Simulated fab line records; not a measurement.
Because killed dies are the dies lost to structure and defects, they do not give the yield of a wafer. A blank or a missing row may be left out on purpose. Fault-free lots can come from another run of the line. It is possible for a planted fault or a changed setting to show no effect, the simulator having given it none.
Struck lot and sound lot, side by side :: flow sky130 :: 44 out of 708 route steps
Sound: the wafers L833.1, L833.4, L833.5. Wafers struck: L843.1, L843.2, L843.3. The cause comes at the end.
For every step that has rows: the tool of each side, followed by ch and its chambers, followed by its first start. Under that, the readings that differ: sound wafers :: struck wafers :: difference of the means :: sigmas: that difference in standard deviations of wafers without a fault.
alike: readings whose means differ by less than 2 such deviations, and words and numbers that are the same on both sides. not compared: withheld readings, readings that some wafer has no value for, bounds like >300 that may hide the same value, and numbers for which the record gives no deviation and whose values overlap.
The two part at a step that has a row with sigmas, a row that says differs or no value, or rows on one side only. When numbers do not overlap yet have no deviation, they are printed without sigmas and do not part them. A reading that every wafer of one side lacks parts them only if that side has two wafers or more.

first, 6 steps without rows for these wafers: SKY_VIA2_ETCH_15 (etches SiO2 in C4F8/O2/Ar, stops on TiN, target depth 546 nm, time 84 s); SKY_VIA2_STRIP_16 (strips in O2/N2); SKY_VIA2_STRIP_17 (strips in post etch residue remover, time 1200 s); SKY_VIA2_CLEAN_18 (cleans in IPA, time 180 s); SKY_VIA2_CLEAN_19 (cleans in O3/DIW); SKY_VIA2_SPUTTER_20 (material TiN, target thk 20 nm, time 80 s).
SKY_VIA2_CVD_21: deposits W, target thk 420 nm, time 126.4 s.
  sound on cvd w-01 ch 0,1, day 40 05:14; struck on cvd w-01 ch 0,1, day 43 01:02
  alike: heater power w
  not compared: since wet clean h
SKY_VIA2_RS_MEAS_22: uses a four-point probe to measure.
  sound on film metro-03, day 40 05:22; struck on film metro-04, day 43 01:10
  alike: VIA2_W_RS
SKY_VIA2_THK_MEAS_23: measures by xrf.
  sound on film metro-03, day 40 05:29; struck on film metro-04, day 43 01:17
  alike: VIA2_W_THK
then, 1 step without rows for these wafers: SKY_VIA2_CMP_24 (polishes, stops on SiO2, t overpolish 20 s, target thk 0 nm).
SKY_METAL3_SPUTTER_00: material Ti, target thk 15 nm, time 10 s.
  sound on pvd sputter-02, day 40 05:50; struck on pvd sputter-02, day 43 01:38
  alike: cathode dc power W, chamber pressure pa, throttle valve pct
then, 1 step without rows for these wafers: SKY_METAL3_SPUTTER_01 (material TiN, target thk 20 nm, time 16.7 s).
SKY_METAL3_SPUTTER_02: material AlCu, target thk 735 nm, time 39.1 s.
  sound on pvd sputter-02, day 40 05:53; struck on pvd sputter-02, day 43 01:41
reading: cathode dc power W (W)
sound: 10602 10600 10599
struck: 8220.7 8223.7 8219.9
difference: -2378.9
sigmas: -99 or more

reading: model.AlCu_of_METAL3_SPUTTER_02.thk nm (nm)
sound: 748.1 753.3 753.3
struck: 569.1 569.7 572.7
difference: -181.1
sigmas: 
  alike: chamber pressure pa, throttle valve pct
SKY_METAL3_SPUTTER_03: material Ti, target thk 5 nm, time 3.3 s.
  sound on pvd sputter-02, day 40 05:56; struck on pvd sputter-02, day 43 01:44
  alike: cathode dc power W, chamber pressure pa, throttle valve pct
then, 2 steps without rows for these wafers: SKY_METAL3_SPUTTER_04 (material TiN, target thk 70 nm, time 58.3 s); SKY_CAPM_CVD_00 (deposits SiO2, target thk 15.5 nm).
SKY_CAPM_THK_MEAS_01:
  sound on film metro-02, day 40 06:01; struck on film metro-03, day 43 01:50
reading: CAPM_CVD_00_THK (nm)
sound: 15.04 15.14 15.37
struck: 15.76 15.85 15.90
difference: +0.65
sigmas: +2
SKY_CAPM_SPUTTER_02: material TiN, target thk 200 nm, time 166.7 s.
  sound on pvd sputter-03, day 40 06:05; struck on pvd sputter-04, day 43 01:53
  alike: cathode dc power W, chamber pressure pa, throttle valve pct
SKY_CAPM_RS_MEAS_03: uses a four-point probe to measure.
  sound on film metro-03, day 40 06:11; struck on film metro-02, day 43 02:00
  alike: CAPM_TIN_RS
SKY_CAPM_THK_MEAS_04: measures by xrf.
  sound on film metro-03, day 40 06:18; struck on film metro-02, day 43 02:07
  alike: CAPM_TIN_THK
then, 7 steps without rows for these wafers: SKY_CAPM_DEHYDRATE_05 (time 60 s); SKY_CAPM_HMDS_06 (prime time 60 s); SKY_CAPM_COAT_07 (resist thk 1140 nm); SKY_CAPM_SOFTBAKE_08 (time 60 s); SKY_CAPM_EXPOSE_09 (exposes mask CAPM, target cd 1000 nm); SKY_CAPM_PEB_10; SKY_CAPM_DEVELOP_11 (develop time 60 s).
SKY_CAPM_OVL_MEAS_12:
  sound on overlay-01, day 41 06:50; struck on overlay-01, day 44 01:28
  alike: CAPM_OVL
SKY_CAPM_METAL_ETCH_13: etches TiN in Cl2/BCl3, stops on SiO2, target depth 220 nm, time 62.9 s.
  sound on rie metal-02 ch 1, day 41 06:53; struck on rie metal-03 ch 0, day 44 01:30
reading: bcl3 flow sccm (sccm)
sound: 30.00 29.89 29.78
struck: 30.06 30.11 30.09
difference: +0.20
sigmas: +2
  alike: drypump motor current A, oes product au, throttle valve pct
  not compared: rf hours counter h
then, 12 steps without rows for these wafers: SKY_CAPM_STRIP_14 (strips in O2/N2); SKY_CAPM_STRIP_15 (strips in post etch residue remover, time 1200 s); SKY_CAPM_CLEAN_16 (cleans in IPA, time 180 s); SKY_CAPM_CLEAN_17 (cleans in O3/DIW); SKY_METAL3_DEHYDRATE_05 (time 60 s); SKY_METAL3_HMDS_06 (prime time 60 s); SKY_METAL3_COAT_07 (resist thk 60 nm); SKY_METAL3_COAT_08 (resist thk 1140 nm); SKY_METAL3_SOFTBAKE_09 (time 90 s); SKY_METAL3_EXPOSE_10 (exposes mask MM3, target cd 300 nm); SKY_METAL3_PEB_11; SKY_METAL3_DEVELOP_12 (develop time 60 s).
SKY_METAL3_CD_MEAS_13: the cd target is 300 nm.
  sound on cd sem-02, day 42 08:29; struck on cd sem-02, day 45 00:47
  alike: cd nm
SKY_METAL3_METAL_ETCH_18: etches the open film in Cl2/BCl3, stops on SiO2, target depth 845 nm, time 183.1 s.
  sound on rie metal-03 ch 0,1, day 42 08:54; struck on rie metal-04 ch 0,1, day 45 01:06
reading: bcl3 flow sccm (sccm)
sound: 29.81 30.05 30.03
struck: 30.23 30.16 30.13
difference: +0.21
sigmas: +2

reading: oes product au (a.u.)
sound: 0.880 0.876 0.881
struck: 0.772 0.774 0.776
difference: -0.105
sigmas: -15
  alike: drypump motor current A, throttle valve pct
  not compared: rf hours counter h
-- the record jumps here: 6 days lie between the struck wafers' starts before and after (it left off in module METAL3 and takes up again in module PAD_OPEN, whose first step shown is number 708 of the route) --
SKY_PAD_OPEN_PROBE_99:
  sound on prober-01, day 49 02:03; struck on prober-01, day 51 04:13
reading: model.etest.met3.line ohm um
sound: 0.1397 0.137 0.1384
struck: 0.1845 0.1786 0.1858
difference: +0.0446
sigmas: 

reading: model.etest.met3.rs ohm sq
sound: 0.04214 0.04161 0.0421
struck: 0.05526 0.05538 0.05486
difference: +0.01322
sigmas: 
  alike: defect limited yield, killed_at_M0_to_M3, killed_at_M4_up, killed at contacts, killed at front end, killed at other, killed dies, killed open, killed short, sort_bin_3_pad_short, sort_bin_5_function, sort_bin_6_memory, sort n pass, sort yield pct

WHERE THEY PART
At SKY_METAL3_SPUTTER_02 first; at SKY_METAL3_METAL_ETCH_18 last (within this record only). Later steps at which nothing parts them and some readings are alike: SKY_PAD_OPEN_PROBE_99.

WHY: what had been put in by the simulator
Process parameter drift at SKY_METAL3_SPUTTER_02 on pvd sputter-02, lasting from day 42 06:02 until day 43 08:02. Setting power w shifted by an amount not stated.
